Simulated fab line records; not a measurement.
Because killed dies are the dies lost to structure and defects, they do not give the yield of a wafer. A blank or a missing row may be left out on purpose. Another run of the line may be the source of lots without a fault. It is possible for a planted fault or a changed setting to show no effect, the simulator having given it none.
Lot-split experiment | flow sky130 | on a route of 708 steps: 5 lots, 23 wafers read

ABOUT THE SPLIT
At SKY_GATE_OXIDE_SOFTBAKE_06 (time 60 s), the setting tempC was moved away from the recipe's 90 C on 10 of the 23 wafers read, by -1.9% to +4.0%. All remaining wafers had this setting at the recipe value.

FROM THE SPLIT TO THE READING: what the file shows between them, 2 steps
- SKY_GATE_OXIDE_EXPOSE_07: exposes mask LVOM, target cd 600 nm
- SKY_GATE_OXIDE_PEB_08

THE READING
NOVOLAK_of_GATE_OXIDE_COAT_05.thkNm (the simulator's own value, which no gauge read), in nm, at SKY_GATE_OXIDE_DEVELOP_09 (develop time 60 s). The file gives no usual value for it. Here, 13 wafers ran the recipe; their average is 1142 nm with a standard deviation of 2.7 nm.

wafer  | tool, chamber at the split | tempC as run, C | against the recipe | NOVOLAK_of_GATE_OXIDE_COAT_05.thkNm, nm | against lot-mates on the recipe
L075.1 | lithoTrack-02, 0           | 92.2            | +2.4%              | 1130                                    | -10
L075.2 | lithoTrack-02, 0           | 90              | recipe             | 1140                                    | -
L075.3 | lithoTrack-02, 0           | 92.2            | +2.4%              | 1133                                    | -7
L075.5 | lithoTrack-02, 0           | 90              | recipe             | 1138                                    | -
L075.6 | lithoTrack-02, 0           | 90              | recipe             | 1142                                    | -
L076.2 | lithoTrack-01, 0           | 90              | recipe             | 1144                                    | -
L076.3 | lithoTrack-01, 0           | 88.26           | -1.9%              | 1147                                    | +2
L076.4 | lithoTrack-01, 0           | 88.26           | -1.9%              | 1150                                    | +4
L076.5 | lithoTrack-01, 0           | 88.26           | -1.9%              | 1150                                    | +4
L076.6 | lithoTrack-01, 0           | 90              | recipe             | 1147                                    | -
L079.3 | lithoTrack-02, 0           | 90              | recipe             | 1142                                    | -
L079.6 | lithoTrack-02, 0           | 90              | recipe             | 1142                                    | -
L079.5 | lithoTrack-02, 0           | 90              | recipe             | 1144                                    | -
L082.1 | lithoTrack-01, 0           | 93.03           | +3.4%              | 1133                                    | -9
L082.2 | lithoTrack-01, 0           | 93.03           | +3.4%              | 1131                                    | -11
L082.3 | lithoTrack-01, 0           | 90              | recipe             | 1143                                    | -
L082.5 | lithoTrack-01, 0           | 90              | recipe             | 1143                                    | -
L082.4 | lithoTrack-01, 0           | 90              | recipe             | 1139                                    | -
L084.1 | lithoTrack-02, 0           | 90              | recipe             | 1138                                    | -
L084.2 | lithoTrack-02, 0           | 90              | recipe             | 1138                                    | -
L084.4 | lithoTrack-02, 0           | 93.61           | +4.0%              | 1126                                    | -12
L084.6 | lithoTrack-02, 0           | 93.61           | +4.0%              | 1126                                    | -12
L084.5 | lithoTrack-02, 0           | 93.61           | +4.0%              | 1128                                    | -10

THE FIT
A straight line over all 23 wafers: NOVOLAK_of_GATE_OXIDE_COAT_05.thkNm changes by -3.59 nm for each +1% of tempC; r = -0.94; the points scatter about the line by 2.4 nm.
The same after taking each lot's own level away (the mean of its wafers on the recipe; 23 wafers): -2.7 nm for each +1%; r = -0.96; scatter 1.6 nm.
On that fit, the largest move of tempC shifts the reading by 11 nm.
Measured against the standard deviation above, the lots' own levels, which go from 1138.0 to 1145.5 nm, span 2.8 times it.
So the lot-to-lot level changes the slope: the two fits differ.
Check: with one of the wafers moved furthest among these (+4.0%) left out of the fit, the line predicts -11.2 nm for it against its lot-mates. Against them it came out at -12 nm.

THE WHOLE CHAIN: every reading that the file lists as answering this split, in the file's order
step                      | what it does      | reading                                                                              | change (the file's fit)              | r (the file's)
SKY_GATE_OXIDE_DEVELOP_09 | develop time 60 s | NOVOLAK_of_GATE_OXIDE_COAT_05.thkNm (the simulator's own value, which no gauge read) | -2.85 nm for each +1% of the setting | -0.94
SKY_GATE_OXIDE_STRIP_13   | strips in O2/N2   | stripTimeToEndpointS                                                                 | withheld for each +1% of the setting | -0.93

THE FILE'S OWN FIT
NOVOLAK_of_GATE_OXIDE_COAT_05.thkNm changes by -2.85 nm for each +1% of tempC, r = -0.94.
